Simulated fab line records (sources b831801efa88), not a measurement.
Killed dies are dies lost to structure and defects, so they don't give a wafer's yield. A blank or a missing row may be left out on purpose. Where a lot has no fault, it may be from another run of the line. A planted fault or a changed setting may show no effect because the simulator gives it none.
Which tool was responsible? -- flow gf180mcu -- Sampling: 6 lots, 18 wafers, 3 of 602 route steps

WHAT THE GAUGES READ, wafer by wafer
GF_VT_IMPLANT_RS_MEAS_46: measurement is done with a four-point probe.
lot,measured,on,MVSD_RS (ohm/sq)
L781,day 7 19:41,filmMetro-04,456.8 457.8 457.1
L786,day 9 06:27,filmMetro-04,456.3 455.9 456.7
L788,day 9 19:29,filmMetro-04,457.7 458.0 457.1
L792,day 10 21:11,filmMetro-04,457.6 458.4 458.3
L796,day 11 23:43,filmMetro-02,456.4 456.0 456.9
L799,day 12 19:27,filmMetro-04,457.6 456.1 455.8

WHAT TOOL EACH LOT RAN ON (gives the tool, then ch and the chambers of the sampled wafers, and finally the start)
lot,GF_LVPWELL_STRIP_10,GF_MVSD_IMPLANT_08
L781,"plasmaAsher-01 ch 0,1, day 4 00:51","implanter-03 ch 0, day 4 14:28"
L786,"plasmaAsher-01 ch 0, day 5 06:19","implanter-01 ch 0, day 5 21:00"
L788,"plasmaAsher-04 ch 0,1, day 5 19:37","implanter-01 ch 0, day 6 10:18"
L792,"plasmaAsher-02 ch 0, day 6 17:14","implanter-03 ch 0, day 7 09:08"
L796,"plasmaAsher-04 ch 0,1, day 7 15:10","implanter-04 ch 0, day 8 07:23"
L799,"plasmaAsher-04 ch 0,1, day 8 08:52","implanter-03 ch 0, day 9 01:30"
- GF_LVPWELL_STRIP_10: strips in O2/N2.
- GF_MVSD_IMPLANT_08

THE ANSWER, worked out from the rows above alone
Rule: what is usual is taken from the lots themselves. Put in order of their means at a reading, lots are off if they are a third of the lots or fewer, leave a main group of 4 or more, and stand apart from it by a gap of 3 or more times the standard deviation of the main group's means; of several such gaps the widest counts. A main group is skipped when, at the precision printed for the reading in the tables above, its means are all equal. Also off: a lot with no number at a reading for which 4 or more lots have one. Where the step has rows for the other lots, those lots are counted as sound.
Across all readings shown, no lot is off: no conclusion can be drawn from this.

WHAT THE SIMULATOR HAD INSERTED
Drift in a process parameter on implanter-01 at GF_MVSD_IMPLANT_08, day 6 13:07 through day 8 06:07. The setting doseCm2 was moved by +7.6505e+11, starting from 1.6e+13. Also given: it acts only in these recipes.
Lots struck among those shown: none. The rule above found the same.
